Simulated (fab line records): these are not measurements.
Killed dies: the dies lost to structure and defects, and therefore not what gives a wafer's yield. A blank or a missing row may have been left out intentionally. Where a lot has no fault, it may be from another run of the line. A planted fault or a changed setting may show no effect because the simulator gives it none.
fab line records	flow sfq-line
record: lots: 6	wafers: 16	last-day: 83
route steps=325 shown M4@152 I4@163 JJ@178 M5@206
lots untouched by any fault: they come from a run of this same line in which no faults occurred
start-h: hours from the record's opening day to when the first of the lot's shown wafers began	wait-h: how many hours have passed since the lot's step before this one	" same as the row above	L1.1+2: several wafers, shown together as one row	- no value present, or no start provided	* or withheld: withheld	< > ~ a bound
route shown NAME@n: NAME is a module with steps in the file, n the number in the route of the first one	usual: average and standard deviation across the fault-free wafers	same: alike in all rows	chamber/n: place in a boat	sites: per-site readings	_std_site: the values' standard deviation	_edge_site: the outer-site mean with the inner-site mean subtracted	radius-mm: how far each site lies from the wafer's centre	mask NAME#n: copy n	behind: the last tool/chamber to shape the wafer	hold: what put the lot on hold/how long, in hours/how the hold closed	device: the n, p or np transistor that did not switch	end of line: tests of these same wafers at the route's end	for a step that has no rows: nothing shown but its recipe	killed: count of dies lost to structure and defects at first sort (not the wafer's yield)	map: a wafer's dies, marking killed ones x, the rest . and places with no die _
set.NAME: the run value of the setting; set.NAME@STEP: its run value at that earlier step	model.NAME: the simulator's own value behind a step, which no gauge read
lots at selected steps of the route; one table per step, one row per wafer
services: the hour from which a tool's chamber was out of use, counted from the record's first day as start-h (under 0 if before that day), plus the number of hours and why
== steps ==
step: SFQ_TRILAYER_M4_LITHO_COAT_098
recipe: resist: BARC	spin-rpm: 3000	resist-thk-nm: 62
step: SFQ_TRILAYER_M4_LITHO_COAT_093
recipe: resist: KrF	spin-rpm: 3000	resist-thk-nm: 600
step: SFQ_TRILAYER_M4_LITHO_SOFTBAKE_097
recipe: temp-c: withheld	time-s: withheld	resist: KrF
step: SFQ_TRILAYER_M4_LITHO_EXPOSE_094
recipe: mask-id: M4	na: 0.6	source-shape: conventional	sigma-outer: 0.65	target-cd-nm: 500	dose-mj: 14.4
step: SFQ_TRILAYER_M4_LITHO_PEB_096
recipe: peb-temp-c: 115	peb-time-s: 60	resist: KrF
step: SFQ_TRILAYER_M4_LITHO_DEVELOP_095
recipe: time-s: 60	resist: KrF
step: SFQ_M4_OVL_MEAS_926
usual: M4_OVL: -6/6.8
lot.wafer	tool	chamber	start-h	wait-h	M4_OVL[nm]
L813.1	overlay-01	-	1239.08	0.1	-9
L813.4	"	-	"	"	-9
L814.4	overlay-02	-	1242.70	0.1	-5
L814.5	"	-	"	"	1
L819.1	overlay-01	-	1277.29	0.1	-9
L819.2	"	-	"	"	-15
L819.5	"	-	"	"	-10
L822.3	overlay-01	-	1303.71	0.1	2
L822.4	"	-	"	"	-7
L822.6	"	-	"	"	-9
L823.2	overlay-01	-	1332.50	0.1	-16
L823.3	"	-	"	"	-20
L823.4	"	-	"	"	-14
L828.2	overlay-01	-	1363.70	0.1	-2
L828.4	"	-	"	"	-4
L828.6	"	-	"	"	3
step: SFQ_TRILAYER_M4_BARC_OPEN_METAL_ETCH_123
recipe: mask-material: PR	chemistry: O2	target-depth-nm: 125	target: BARC	icp-w: 600	bias-w: 80	pressure-mtorr: 10	time-s: 41.7
step: SFQ_TRILAYER_M4_ETCH_METAL_ETCH_096
recipe: target: Nb	stop-on: SiO2	mask-material: PR	chemistry: Cl2/Ar	target-depth-nm: 240	icp-w: 600	bias-w: 80	pressure-mtorr: 10	time-s: 120
usual: drypump-motor-current-A: 5.60/0.28	oes-product-au: 0.891/0.0071
same: time-s: 120
lot.wafer	tool	chamber	start-h	wait-h	drypump-motor-current-A	oes-product-au	rf-hours-counter-h
L813.1	rie-metal-02	1	1239.17	0.0	5.89	0.897	31
L813.4	"	1	"	"	5.89	0.892	-
L814.4	rie-metal-04	0	1242.81	0.1	5.51	0.902	-
L814.5	"	1	"	"	5.18	0.893	-
L819.1	rie-metal-02	0	1277.39	0.0	5.64	0.894	21
L819.2	"	1	"	"	5.89	0.889	38
L819.5	"	0	"	"	5.64	0.898	-
L822.3	rie-metal-04	1	1303.83	0.1	5.19	0.881	-
L822.4	"	0	"	"	5.52	0.896	-
L822.6	"	0	"	"	5.51	0.891	-
L823.2	rie-metal-01	0	1332.59	0.0	5.33	0.902	97
L823.3	"	1	"	"	6.06	0.892	-
L823.4	"	0	"	"	5.31	0.892	-
L828.2	rie-metal-02	1	1363.89	0.1	5.91	0.887	-
L828.4	"	1	"	"	5.89	0.892	-
L828.6	"	1	"	"	5.90	0.886	-
step: SFQ_TRILAYER_M4_STRIP_STRIP_097
recipe: gas: O2	power-w: 200	platen-temp-c: 40	overash-fraction: 0.65	chemistry: O2	pressure-mtorr: 50
usual: drypump-motor-current-A: 5.60/0.28	oes-product-au: 0.994/0.011
lot.wafer	tool	chamber	start-h	wait-h	drypump-motor-current-A	oes-product-au	rf-hours-counter-h
L813.1	rie-metal-02	1	1239.30	0.1	5.86	0.994	31
L813.4	"	1	"	"	5.89	0.993	-
L814.4	rie-metal-04	0	1243.10	0.2	5.46	0.974	-
L814.5	"	1	"	"	5.19	1.007	-
L819.1	rie-metal-02	0	1277.52	0.1	5.63	0.984	21
L819.2	"	1	"	"	5.87	0.984	38
L819.5	"	0	"	"	5.62	0.986	-
L822.3	rie-metal-04	1	1304.12	0.2	5.18	1.003	-
L822.4	"	0	"	"	5.50	0.979	-
L822.6	"	0	"	"	5.50	0.980	-
L823.2	rie-metal-01	0	1332.72	0.1	5.34	0.982	97
L823.3	"	1	"	"	6.10	0.989	-
L823.4	"	0	"	"	5.36	0.988	-
L828.2	rie-metal-02	1	1364.30	0.4	5.88	0.976	-
L828.4	"	1	"	"	5.87	0.987	-
L828.6	"	1	"	"	5.87	0.998	-
step: SFQ_TRILAYER_M4_STRIP_SOLV_CLEAN_098
recipe: chemistry: NMP	temp-c: 70	time-s: 600
step: SFQ_TRILAYER_I4_DEP_PECVD_099
recipe: material: SiO2	temp-c: 150	time-s: 111.11	pressure-torr: 2.4	rf-w: 183.3	precursor: SiH4/N2O	target-thk-nm: 500
step: SFQ_TRILAYER_I4_CMP_CMP_100
recipe: material: SiO2	down-force-psi: 3	platen-rpm: 60	pad-velocity-m-s: 0.94248
usual: edge-zone-pressure-frac: 0.999/0.0045	motor-current-A: 9.5/0.87	platen-rpm: 59.99/0.037	slurry-filter-dp-kPa: 13.51/0.14	time-to-endpoint-s: 214/9
lot.wafer	tool	chamber	start-h	wait-h	edge-zone-pressure-frac	motor-current-A	platen-rpm	slurry-filter-dp-kPa	time-to-endpoint-s	model.SiO2_of_TRILAYER_I4_DEP_PECVD_099.thk-nm
L813.1	cmp-01	2	1242.90	2.8	1.003	10.0	59.96	13.48	196	218
L813.4	"	3	"	"	1.002	10.7	59.99	13.70	225	200.8
L814.4	cmp-01	1	1246.40	2.6	0.998	8.4	60.01	13.48	227	200.4
L814.5	"	0	1247.90	4.1	1.001	9.8	59.99	13.37	208	220.6
L819.1	cmp-02	0	1286.02	7.7	0.996	8.5	59.95	13.57	202	200.9
L819.2	"	3	1287.52	9.2	0.996	9.9	59.93	13.28	208	198.9
L819.5	"	0	"	"	0.994	9.0	60.03	13.60	232	200.3
L822.3	cmp-02	0	1314.02	9.3	0.996	8.3	60.03	13.16	208	200.5
L822.4	"	1	"	"	1.007	10.0	60.02	13.41	220	199.8
L822.6	"	3	1315.52	10.8	0.997	9.7	59.92	13.53	206	198.8
L823.3	cmp-01	3	1360.42	26.9	0.997	10.7	60.04	13.47	229	199.7
L823.4	"	0	"	"	1.003	9.0	59.97	13.37	221	199.1
L823.2	"	1	"	"	0.999	8.3	60.05	13.77	215	198.1
L828.2	cmp-01	2	1401.20	35.7	1.000	9.7	60.08	13.56	200	198.9
L828.4	"	3	"	"	1.004	11.4	59.93	13.39	215	199.4
L828.6	"	0	"	"	0.998	9.8	60.01	13.68	209	198.9
step: SFQ_I4_BOW_MEAS_927
recipe: mode: bow
usual: I4_BOW: 6/11
lot.wafer	tool	chamber	start-h	wait-h	I4_BOW[um]
L813.1	film-metro-03	-	1245.40	2.0	25
L813.4	"	-	"	"	15
L814.4	film-metro-03	-	1248.46	1.6	0
L814.5	"	-	"	"	2
L819.1	film-metro-04	-	1289.02	2.5	12
L819.2	"	-	"	"	2
L819.5	"	-	"	"	20
L822.3	film-metro-03	-	1316.06	1.5	5
L822.4	"	-	"	"	-12
L822.6	"	-	"	"	0
L823.2	film-metro-03	-	1363.44	1.5	8
L823.3	"	-	"	"	0
L823.4	"	-	"	"	16
L828.2	film-metro-04	-	1403.22	1.5	8
L828.4	"	-	"	"	4
L828.6	"	-	"	"	10
step: SFQ_TRILAYER_I4_METRO_MEASURE_101
usual: thk-nm: 199.8/1.2
lot.wafer	tool	chamber	start-h	wait-h	thk-nm
L813.1	film-metro-03	-	1245.52	0.1	218.0
L813.4	"	-	"	"	200.9
L814.4	film-metro-03	-	1249.12	0.6	200.5
L814.5	"	-	"	"	220.6
L819.1	film-metro-04	-	1289.14	0.1	201.1
L819.2	"	-	"	"	198.9
L819.5	"	-	"	"	200.3
L822.3	film-metro-03	-	1316.54	0.5	200.5
L822.4	"	-	"	"	200.0
L822.6	"	-	"	"	198.8
L823.2	film-metro-03	-	1363.74	0.3	198.1
L823.3	"	-	"	"	199.7
L823.4	"	-	"	"	199.1
L828.2	film-metro-04	-	1403.52	0.3	198.9
L828.4	"	-	"	"	199.5
L828.6	"	-	"	"	199.1
step: SFQ_TRILAYER_I4_VIA_LITHO_COAT_108
recipe: resist: BARC	spin-rpm: 3000	resist-thk-nm: 62
step: SFQ_TRILAYER_I4_VIA_LITHO_COAT_103
recipe: resist: KrF	spin-rpm: 3000	resist-thk-nm: 650
step: SFQ_TRILAYER_I4_VIA_LITHO_SOFTBAKE_107
recipe: temp-c: withheld	time-s: withheld	resist: KrF
step: SFQ_TRILAYER_I4_VIA_LITHO_EXPOSE_104
recipe: mask-id: I4	na: 0.6	source-shape: conventional	sigma-outer: 0.65	target-cd-nm: 700	dose-mj: 21.3
step: SFQ_TRILAYER_I4_VIA_LITHO_PEB_106
recipe: peb-temp-c: 115	peb-time-s: 60	resist: KrF
step: SFQ_TRILAYER_I4_VIA_LITHO_DEVELOP_105
recipe: time-s: 60	resist: KrF
step: SFQ_I4_OVL_MEAS_928
usual: I4_OVL: 5/4.6
lot.wafer	tool	chamber	start-h	wait-h	I4_OVL[nm]
L813.1	overlay-01	-	1349.29	0.1	11
L813.4	"	-	"	"	1
L814.4	overlay-01	-	1352.91	0.1	-9
L814.5	"	-	"	"	-4
L819.1	overlay-02	-	1390.99	0.1	6
L819.2	"	-	"	"	8
L819.5	"	-	"	"	7
L822.3	overlay-02	-	1406.60	0.1	7
L822.4	"	-	"	"	6
L822.6	"	-	"	"	-2
L823.2	overlay-01	-	1441.08	0.1	-4
L823.3	"	-	"	"	0
L823.4	"	-	"	"	3
L828.2	overlay-02	-	1502.25	0.1	10
L828.4	"	-	"	"	6
L828.6	"	-	"	"	7
step: SFQ_TRILAYER_I4_VIA_BARC_OPEN_VIA_ETCH_146
recipe: mask-material: PR	chemistry: O2	target-depth-nm: 125	target: BARC	source-w: 500	bias-w: 80	pressure-mtorr: 30	time-s: 41.7
step: SFQ_TRILAYER_I4_VIA_ETCH_VIA_ETCH_106
recipe: target: SiO2	stop-on: Nb	mask-material: PR	taper-deg: 20	chemistry: CHF3	target-depth-nm: 260	source-w: 500	bias-w: 80	pressure-mtorr: 30	time-s: withheld
usual: drypump-motor-current-A: 5.7/0.53	oes-product-au: 0.854/0.0052
lot.wafer	tool	chamber	start-h	wait-h	drypump-motor-current-A	oes-product-au	model.etch.depth-nm	model.I4.feature-depth-nm
L813.1	rie-diel-03	0	1349.37	0.0	5.3	0.900	218	218
L813.4	"	2	"	"	5.7	0.851	200.8	200.8
L814.4	rie-diel-03	2	1352.97	0.0	5.7	0.857	200.4	200.4
L814.5	"	1	"	"	6.7	0.909	220.6	220.6
L819.1	rie-diel-02	3	1391.06	0.0	6.0	0.855	200.9	200.9
L819.2	"	0	"	"	5.7	0.850	198.9	198.9
L819.5	"	3	"	"	6.1	0.865	200.3	200.3
L822.3	rie-diel-04	0	1406.66	0.0	5.1	0.857	200.5	200.5
L822.4	"	3	"	"	5.6	0.855	199.8	199.8
L822.6	"	2	"	"	6.1	0.845	198.8	198.8
L823.2	rie-diel-03	0	1441.15	0.0	5.3	0.847	198.1	198.1
L823.3	"	1	"	"	6.8	0.853	199.7	199.7
L823.4	"	0	"	"	5.3	0.860	199.1	199.1
L828.2	rie-diel-03	0	1502.32	0.0	5.3	0.847	198.9	198.9
L828.4	"	2	"	"	5.7	0.851	199.4	199.4
L828.6	"	0	"	"	5.3	0.852	198.9	198.9
step: SFQ_TRILAYER_I4_VIA_STRIP_STRIP_107
recipe: gas: O2	power-w: 200	platen-temp-c: 40	overash-fraction: 0.65	chemistry: O2	pressure-mtorr: 50
step: SFQ_TRILAYER_I4_VIA_STRIP_SOLV_CLEAN_108
recipe: chemistry: NMP	temp-c: 70	time-s: 600
step: SFQ_TRILAYER_JJ_TRILAYER_DEP_PRE_CLEAN_113
recipe: gas: Ar	time-s: 22.5	bias-v: 250
step: SFQ_TRILAYER_JJ_TRILAYER_DEP_SPUTTER_109
recipe: material: Nb	base-pressure-pa: 1.33e-06	chamber-pressure-pa: 0.1333	substrate-temp-c: 20	target-thk-nm: 150	power-w: 2000	time-s: 100
usual: substrate-temp-c: 20.00/0.11	throttle-valve-pct: 29.8/1.5
same: time-s: 100
lot.wafer	tool	chamber	start-h	wait-h	substrate-temp-c	throttle-valve-pct
L813.1	pvd-sputter-05	-	1350.29	0.0	20.07	30.6
L813.4	"	-	"	"	19.89	28.2
L814.4	pvd-sputter-03	-	1353.89	0.0	19.94	28.4
L814.5	"	-	"	"	19.92	28.5
L819.1	pvd-sputter-04	-	1392.58	0.0	20.07	30.4
L819.2	"	-	"	"	19.97	28.2
L819.5	"	-	"	"	19.82	27.9
L822.3	pvd-sputter-03	-	1407.58	0.0	19.95	31.8
L822.4	"	-	"	"	20.03	28.4
L822.6	"	-	"	"	19.97	28.4
L823.2	pvd-sputter-05	-	1442.07	0.0	20.16	28.5
L823.3	"	-	"	"	20.12	30.9
L823.4	"	-	"	"	20.16	30.2
L828.2	pvd-sputter-04	-	1503.24	0.0	19.84	31.1
L828.4	"	-	"	"	20.11	27.9
L828.6	"	-	"	"	20.08	30.7
step: SFQ_TRILAYER_JJ_TRILAYER_DEP_SPUTTER_110
recipe: material: Al	base-pressure-pa: 1.33e-06	target-thk-nm: 8	power-w: 500	time-s: 10	chamber-pressure-pa: 0.4
step: SFQ_TRILAYER_JJ_TRILAYER_DEP_AL_OXIDATION_111
recipe: pressure-mbar: 0.014667	oxidation-time-s: 600	temperature-k: 293
step: SFQ_TRILAYER_JJ_TRILAYER_DEP_SPUTTER_112
recipe: material: Nb	base-pressure-pa: 1.33e-06	chamber-pressure-pa: 0.1333	substrate-temp-c: 20	target-thk-nm: 170	power-w: 2000	time-s: 113.3
usual: substrate-temp-c: 20.01/0.11	throttle-valve-pct: 29.8/1.5
same: time-s: 113.3
lot.wafer	tool	chamber	start-h	wait-h	substrate-temp-c	throttle-valve-pct
L813.1	pvd-sputter-05	-	1351.38	0.5	19.91	31.2
L813.4	"	-	"	"	20.24	28.4
L814.4	pvd-sputter-03	-	1354.98	0.5	20.03	28.5
L814.5	"	-	"	"	20.00	28.4
L819.1	pvd-sputter-04	-	1393.68	0.5	19.99	30.7
L819.2	"	-	"	"	19.94	27.9
L819.5	"	-	"	"	19.98	28.1
L822.3	pvd-sputter-03	-	1408.68	0.5	20.12	31.9
L822.4	"	-	"	"	19.93	28.1
L822.6	"	-	"	"	19.72	28.2
L823.2	pvd-sputter-05	-	1443.16	0.5	19.96	28.0
L823.3	"	-	"	"	20.07	30.9
L823.4	"	-	"	"	20.14	30.1
L828.2	pvd-sputter-04	-	1504.33	0.5	19.87	31.3
L828.4	"	-	"	"	19.86	28.2
L828.6	"	-	"	"	20.07	30.6
step: SFQ_JJ_RS_MEAS_929
recipe: thk-meas-gauge: four-point-probe	reads: Nb_of_TRILAYER_JJ_TRILAYER_DEP_SPUTTER_112
usual: JJ_NB_RS: 1.051/0.012
lot.wafer	tool	chamber	start-h	wait-h	JJ_NB_RS[ohm/sq]
L813.1	film-metro-03	-	1351.46	0.0	1.037
L813.4	"	-	"	"	1.057
L814.4	film-metro-03	-	1355.12	0.1	1.057
L814.5	"	-	"	"	1.055
L819.1	film-metro-02	-	1393.76	0.0	1.065
L819.2	"	-	"	"	1.057
L819.5	"	-	"	"	1.055
L822.3	film-metro-03	-	1408.80	0.1	1.051
L822.4	"	-	"	"	1.063
L822.6	"	-	"	"	1.057
L823.2	film-metro-02	-	1443.26	0.1	1.049
L823.3	"	-	"	"	1.046
L823.4	"	-	"	"	1.061
L828.2	film-metro-03	-	1504.43	0.1	1.063
L828.4	"	-	"	"	1.064
L828.6	"	-	"	"	1.064
step: SFQ_TRILAYER_JJ_CE_LITHO_COAT_119
recipe: resist: BARC	spin-rpm: 3000	resist-thk-nm: 62
step: SFQ_TRILAYER_JJ_CE_LITHO_COAT_114
recipe: resist: KrF	spin-rpm: 3000	resist-thk-nm: 600
step: SFQ_TRILAYER_JJ_CE_LITHO_SOFTBAKE_118
recipe: temp-c: withheld	time-s: withheld	resist: KrF
step: SFQ_TRILAYER_JJ_CE_LITHO_EXPOSE_115
recipe: mask-id: J5	na: 0.6	source-shape: conventional	sigma-outer: 0.65	target-cd-nm: 700	dose-mj: 14.4
step: SFQ_TRILAYER_JJ_CE_LITHO_PEB_117
recipe: peb-temp-c: 115	peb-time-s: 60	resist: KrF
step: SFQ_TRILAYER_JJ_CE_LITHO_DEVELOP_116
recipe: time-s: 60	resist: KrF
step: SFQ_JJ_OVL_MEAS_931
usual: J5_OVL: 1/4.7
lot.wafer	tool	chamber	start-h	wait-h	J5_OVL[nm]
L813.1	overlay-01	-	1432.68	0.1	-5
L813.4	"	-	"	"	3
L814.4	overlay-01	-	1435.09	0.1	2
L814.5	"	-	"	"	1
L819.1	overlay-01	-	1485.48	0.1	-2
L819.2	"	-	"	"	7
L819.5	"	-	"	"	-3
L822.3	overlay-01	-	1514.57	0.1	4
L822.4	"	-	"	"	-1
L822.6	"	-	"	"	-5
L823.2	overlay-01	-	1557.04	0.1	-6
L823.3	"	-	"	"	-5
L823.4	"	-	"	"	-13
L828.2	overlay-01	-	1604.15	0.1	-2
L828.4	"	-	"	"	5
L828.6	"	-	"	"	5
step: SFQ_TRILAYER_JJ_CE_METRO_MEASURE_117
usual: cd-nm: 700.2/1.5
lot.wafer	tool	chamber	start-h	wait-h	cd-nm
L813.1	cd-sem-01	-	1432.71	0.0	700.4
L813.4	"	-	"	"	700.7
L814.4	cd-sem-02	-	1435.71	0.6	700.0
L814.5	"	-	"	"	700.9
L819.1	cd-sem-02	-	1485.51	0.0	702.9
L819.2	"	-	"	"	701.6
L819.5	"	-	"	"	702.2
L822.3	cd-sem-01	-	1515.00	0.4	700.7
L822.4	"	-	"	"	699.9
L822.6	"	-	"	"	698.7
L823.2	cd-sem-02	-	1557.27	0.2	699.4
L823.3	"	-	"	"	699.8
L823.4	"	-	"	"	698.8
L828.2	cd-sem-01	-	1604.38	0.2	698.8
L828.4	"	-	"	"	699.7
L828.6	"	-	"	"	698.9
step: SFQ_TRILAYER_JJ_CE_BARC_OPEN_RIE_150
recipe: mask-material: PR	chemistry: O2	target-depth-nm: 240	target: BARC	icp-w: 600	bias-w: 80	pressure-mtorr: 10	time-s: 80
step: SFQ_TRILAYER_M5_ETCH_METAL_ETCH_126
recipe: target: Nb	stop-on: SiO2	mask-material: PR	over-etch-frac: 0.15	time-s: 203.2	chemistry: Cl2/BCl3	target-depth-nm: 265	icp-w: 600	bias-w: 80	pressure-mtorr: 10
usual: drypump-motor-current-A: 5.5/0.37	oes-product-au: 0.729/0.0065
same: time-s: 203.2
lot.wafer	tool	chamber	start-h	wait-h	drypump-motor-current-A	oes-product-au	rf-hours-counter-h	model.SiO2_of_TRILAYER_I4_DEP_PECVD_099.thk-nm
L813.1	rie-metal-02	0	1446.14	0.0	5.6	0.729	48	198.2
L813.4	"	1	"	"	5.9	0.719	-	181.2
L814.4	rie-metal-03	0	1447.41	0.1	5.0	0.731	-	180.2
L814.5	"	1	"	"	5.7	0.726	-	201
L819.1	rie-metal-01	0	1495.14	0.0	5.3	0.728	124	181.5
L819.2	"	1	"	"	6.1	0.728	38	179.6
L819.5	"	0	"	"	5.3	0.732	-	180.8
L822.3	rie-metal-03	0	1527.19	0.1	5.0	0.733	-	180.4
L822.4	"	1	"	"	5.7	0.734	-	180.5
L822.6	"	1	"	"	5.7	0.738	-	179.5
L823.2	rie-metal-01	0	1644.47	0.0	5.3	0.727	10	178.7
L823.3	"	0	"	"	5.3	0.730	-	180.3
L823.4	"	1	"	"	6.1	0.735	-	179.4
L828.2	rie-metal-01	1	1691.78	0.0	6.1	0.728	67	179.3
L828.4	"	0	"	"	5.4	0.733	-	180.1
L828.6	"	0	"	"	5.3	0.731	-	179.6
== services ==
tool	chamber	start-h	hours	kind
rie-metal-02	0	1245.67	2.5	repair
pvd-sputter-05	-	1256.87	4.1	repair
cmp-01	-	1260.42	4.0	pm
pvd-sputter-05	-	1279.63	54.3	repair
cmp-01	-	1288.96	1.9	repair
pvd-sputter-05	-	1291.66	1.2	repair
rie-diel-03	2	1293.42	1.2	repair
cmp-01	-	1300.49	0.3	repair
rie-metal-02	-	1324.52	1.4	pm
pvd-sputter-05	-	1328.50	5.1	repair
film-metro-03	-	1348.40	0.9	pm
rie-metal-02	0	1361.30	8.1	repair
rie-diel-03	0	1362.13	3.8	repair
rie-metal-01	1	1372.04	4.8	repair
cmp-01	-	1372.42	3.8	pm
pvd-sputter-04	-	1379.86	0.6	repair
rie-metal-01	0	1390.89	7.9	repair
pvd-sputter-04	-	1406.95	2.3	repair
pvd-sputter-04	-	1425.00	1.3	repair
rie-metal-01	-	1477.19	1.0	repair
rie-metal-02	1	1487.13	19.3	repair
rie-metal-01	-	1494.21	0.3	repair
rie-metal-02	-	1626.85	2.8	pm
pvd-sputter-04	-	1690.12	1.2	repair
== key ==
first-sign: step: SFQ_TRILAYER_I4_METRO_MEASURE_101	reading: thk-nm	direction: up	sigmas: 16	usual: 199.8	struck: 219.3
effect: step: SFQ_TRILAYER_I4_VIA_ETCH_VIA_ETCH_106	reading: oes-product-au	direction: up	sigmas: 9.6	usual: 0.854	struck: 0.904
model-effect: step: SFQ_TRILAYER_I4_CMP_CMP_100	value: SiO2_of_TRILAYER_I4_DEP_PECVD_099.thk-nm	without: 199.3	struck: 219.3
model-effect: step: SFQ_TRILAYER_I4_VIA_ETCH_VIA_ETCH_106	value: etch.depth-nm	without: 199.3	struck: 219.3
model-effect: step: SFQ_TRILAYER_M5_ETCH_METAL_ETCH_126	value: SiO2_of_TRILAYER_I4_DEP_PECVD_099.thk-nm	without: 179.6	struck: 199.6
met-at SFQ_TRILAYER_I4_CMP_CMP_100
struck-wafers L813.1,L814.5
fault: kind: process-parameter-drift	tool: cmp-01	chamber: -	onset-h: 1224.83	steps: SFQ_TRILAYER_I4_CMP_CMP_100	channel: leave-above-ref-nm	offset: 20	shape: step	end-h: 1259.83	scope: struck-wafers-only	acts-in: these-recipes-only	stated: 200
